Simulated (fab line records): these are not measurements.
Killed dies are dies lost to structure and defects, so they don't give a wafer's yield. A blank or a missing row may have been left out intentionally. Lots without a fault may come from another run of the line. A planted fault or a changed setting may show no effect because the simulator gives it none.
Which tool was responsible? / flow gf180mcu / 6 lots with 17 wafers sampled at 3 steps, on a route of 602 steps

## WHAT THE GAUGES SHOWED, per wafer
GF_CONTACT_THK_MEAS_03.
lot=L195; measured=day 15 10:19; on=film_metro-01; CONTACT_CVD_02_THK (nm)=847 858 870
lot=L198; measured=day 16 14:49; on=film_metro-01; CONTACT_CVD_02_THK (nm)=847 852 855
lot=L201; measured=day 17 22:02; on=film_metro-01; CONTACT_CVD_02_THK (nm)=843 852 850
lot=L204; measured=day 18 19:56; on=film_metro-03; CONTACT_CVD_02_THK (nm)=959 854 883
lot=L206; measured=day 19 12:12; on=film_metro-01; CONTACT_CVD_02_THK (nm)=966 988
lot=L214; measured=day 22 04:02; on=film_metro-03; CONTACT_CVD_02_THK (nm)=854 874 855

## EACH LOT AND THE TOOL THAT RAN IT (in order: tool; ch and the chambers of the sampled wafers; start)
lot=L195; GF_SALICIDE_RTA_06=rtp_anneal-01 ch 0, day 15 09:49; GF_CONTACT_CVD_02=pecvd-03 ch 1,2, day 15 10:14
lot=L198; GF_SALICIDE_RTA_06=rtp_anneal-02 ch 0, day 16 14:21; GF_CONTACT_CVD_02=pecvd-02 ch 0,1,2, day 16 14:45
lot=L201; GF_SALICIDE_RTA_06=rtp_anneal-01 ch 0, day 17 21:31; GF_CONTACT_CVD_02=pecvd-04 ch 0,1, day 17 21:55
lot=L204; GF_SALICIDE_RTA_06=rtp_anneal-01 ch 0, day 18 19:27; GF_CONTACT_CVD_02=pecvd-04 ch 0,1,2, day 18 19:52
lot=L206; GF_SALICIDE_RTA_06=rtp_anneal-02 ch 0, day 19 11:43; GF_CONTACT_CVD_02=pecvd-04 ch 0,2, day 19 12:08
lot=L214; GF_SALICIDE_RTA_06=rtp_anneal-02 ch 0, day 22 03:32; GF_CONTACT_CVD_02=pecvd-02 ch 0,1, day 22 03:58
- GF_SALICIDE_RTA_06: time 30 s.
- GF_CONTACT_CVD_02: deposits SiO2 from TEOS, target thk 860 nm, time 95.992 s.

## THE ANSWER, worked out from the rows above alone
Rule: the lots themselves supply what counts as usual. Put in order of their means at a reading, lots are off if they are a third of the lots or fewer, leave a main group of 4 or more, and stand apart from it by a gap of 3 or more times the standard deviation of the main group's means; of several such gaps the widest counts. A main group is skipped when, at the precision printed for the reading in the tables above, its means are all equal. A lot without any number at a reading at which 4 lots or more have one is off too. The other lots that the step has rows for count as sound.
Off: L204, L206, at GF_CONTACT_THK_MEAS_03 (CONTACT_CVD_02_THK). Main group: mean 855 nm, sd 5.1.
A tool fits if, at a process step before that reading, it ran every lot that is off, and no sound lot after the first of them. The gauges at GF_CONTACT_THK_MEAS_03 are tried like those tools. One candidate fits, namely pecvd-04 at GF_CONTACT_CVD_02. A fault onset in the window from L201 (day 17 21:55, its last sound lot) to L204 (day 18 19:52, its first lot off) fits.

## WHAT THE SIMULATOR HAD INSERTED
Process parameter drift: pecvd-04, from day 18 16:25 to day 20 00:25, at GF_CONTACT_CVD_02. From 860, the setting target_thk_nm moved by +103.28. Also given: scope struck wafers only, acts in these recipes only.
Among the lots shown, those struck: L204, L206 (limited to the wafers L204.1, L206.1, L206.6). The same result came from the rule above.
